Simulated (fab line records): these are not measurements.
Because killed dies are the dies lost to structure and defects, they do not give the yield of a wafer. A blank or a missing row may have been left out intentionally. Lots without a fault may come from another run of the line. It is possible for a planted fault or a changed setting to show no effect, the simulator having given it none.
Which tool was responsible?    flow gf180mcu    at 1 step of a route of 602, 6 lots with 18 wafers sampled

== WHAT THE GAUGES SHOWED, per wafer ==
GF_PSD_OVL_MEAS_08.
lot   measured      on          PSD_OVL (nm)
L393  day 14 18:46  overlay-02  -3.0 -2.2 -1.0
L396  day 16 00:50  overlay-01  0.6 -2.0 -1.6
L402  day 18 03:37  overlay-02  -0.5 -1.0 -3.5
L405  day 19 02:34  overlay-01  -1.7 -2.7 -0.5
L410  day 21 00:07  overlay-01  -2.2 -1.2 -0.7
L413  day 22 01:46  overlay-01  0.5 -2.9 -0.9

== WHAT TOOL EACH LOT RAN ON (gives the tool, then ch and the chambers of the sampled wafers, and finally the start) ==
The record shows no process step preceding these readings.

== THE ANSWER, worked out from the rows above alone ==
Rule: the usual values come from the lots themselves. Put in order of their means at a reading, lots are off if they are a third of the lots or fewer, leave a main group of 4 or more, and stand apart from it by a gap of 3 or more times the standard deviation of the main group's means; of several such gaps the widest counts. If all means in a main group match to the digits the tables above print for the reading, that group is not used. Also off: a lot with no number at a reading for which 4 or more lots have one. The other lots that the step has rows for count as sound.
No lot is off on any of the readings shown, so nothing can be concluded from this.

== WHAT HAD BEEN PUT IN BY THE SIMULATOR ==
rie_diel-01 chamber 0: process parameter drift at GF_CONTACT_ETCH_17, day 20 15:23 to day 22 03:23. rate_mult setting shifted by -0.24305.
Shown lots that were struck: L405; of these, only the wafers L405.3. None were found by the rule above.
